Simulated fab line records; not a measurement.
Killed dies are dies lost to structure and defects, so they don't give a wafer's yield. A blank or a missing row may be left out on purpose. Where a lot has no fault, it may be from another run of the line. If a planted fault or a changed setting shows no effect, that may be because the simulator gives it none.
Lot-split experiment | flow gf180mcu | 16 wafers read across 5 lots, on a route 602 steps long

ABOUT THE SPLIT
At GF_MIM_METAL_ETCH_19 (etches the open film in Cl2/BCl3, stops on Si3N4, target depth 324.5 nm, time 54.1 s), the setting icpW was moved away from the recipe's 800 W on 4 of the 16 wafers read, by -10.1% to +10.0%. The other wafers ran this setting at the recipe's value.

The split's own step is where the reading is taken.

THE READING
NOVOLAK_of_MIM_COAT_14.thkNm (the simulator's own value, which no gauge read), in nm, at GF_MIM_METAL_ETCH_19 (etches the open film in Cl2/BCl3, stops on Si3N4, target depth 324.5 nm, time 54.1 s). The file does not state a usual value for it. Across the 12 wafers here that went through the recipe, the average is 886.2 nm and the standard deviation 2 nm.

wafer  | tool, chamber at the split | icpW as run, W | against the recipe | NOVOLAK_of_MIM_COAT_14.thkNm, nm | against lot-mates on the recipe
L075.2 | rieMetal-04, 0             | 800            | recipe             | 885.3                            | -
L075.3 | rieMetal-04, 0             | 800            | recipe             | 884.9                            | -
L075.4 | rieMetal-04, 1             | 880.2          | +10.0%             | 877                              | -8.4
L075.5 | rieMetal-04, 1             | 880.2          | +10.0%             | 876.5                            | -8.9
L075.6 | rieMetal-04, 0             | 800            | recipe             | 886.1                            | -
L077.2 | rieMetal-01, 0             | 800            | recipe             | 887                              | -
L077.4 | rieMetal-01, 0             | 719.3          | -10.1%             | 897.8                            | +9.6
L077.5 | rieMetal-01, 1             | 800            | recipe             | 889.3                            | -
L080.2 | rieMetal-01, 1             | 800            | recipe             | 883.9                            | -
L080.3 | rieMetal-01, 0             | 800            | recipe             | 883.5                            | -
L080.6 | rieMetal-01, 0             | 800            | recipe             | 884.1                            | -
L084.3 | rieMetal-01, 0             | 760.8          | -4.9%              | 890.8                            | +4.6
L084.5 | rieMetal-01, 0             | 800            | recipe             | 886.2                            | -
L085.1 | rieMetal-02, 0             | 800            | recipe             | 886.3                            | -
L085.3 | rieMetal-02, 0             | 800            | recipe             | 889.9                            | -
L085.5 | rieMetal-02, 0             | 800            | recipe             | 888.5                            | -

THE FIT
A straight line over all 16 wafers: NOVOLAK_of_MIM_COAT_14.thkNm changes by -1.01 nm for each +1% of icpW; r = -0.93; the points scatter about the line by 1.9 nm.
The same after taking each lot's own level away (the mean of its wafers on the recipe; 16 wafers): -0.901 nm for each +1%; r = -0.98; scatter 0.88 nm.
Per that fit: largest icpW move, reading shift of 9.1 nm.
Across the lots, their own levels run from 883.83 to 888.23 nm, a range of 2.2 times the standard deviation given above.
So the lot-to-lot level changes the slope: the two fits differ.
Check: +8.87 nm against its lot-mates is what the line predicts for one of the wafers moved furthest among these (-10.1%) when that wafer is left out of the fit. Against them it came out at +9.65 nm.

OTHER SPLITS ON THESE WAFERS
Note: prior to the reading, these wafers also went through further splits. Each is held against what the fit with the lots' levels taken away leaves over:
other split on the same wafers | wafers away from the commonest value | r with NOVOLAK_of_MIM_COAT_14.thkNm (lot level and that fit taken away)
GF_V3_CVD_23 pressureTorr      | 10                                   | -0.01
GF_M4_SPUTTER_04 timeS         | 6                                    | +0.17
GF_M4_METAL_ETCH_16 timeS      | 4                                    | -0.18
GF_V4_COAT_09 resistThkNm      | 4                                    | -0.12
GF_V4_PEB_12 pebTimeS          | 6                                    | -0.35
GF_MIM_CVD_05 timeS            | 3                                    | +0.28
GF_MIM_SPUTTER_09 timeS        | 0                                    | -

THE WHOLE CHAIN: every reading that the file lists as answering this split, in the file's order
step                 | what it does                                                                         | reading                                                                       | change (the file's fit)              | r (the file's)
GF_MIM_METAL_ETCH_19 | etches the open film in Cl2/BCl3, stops on Si3N4, target depth 324.5 nm, time 54.1 s | NOVOLAK_of_MIM_COAT_14.thkNm (the simulator's own value, which no gauge read) | -0.9 nm for each +1% of the setting  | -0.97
GF_MIM_STRIP_20      | strips in O2/N2                                                                      | stripTimeToEndpointS                                                          | withheld for each +1% of the setting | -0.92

FILE'S OWN FIT
NOVOLAK_of_MIM_COAT_14.thkNm changes by -0.9 nm for each +1% of icpW, r = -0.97.
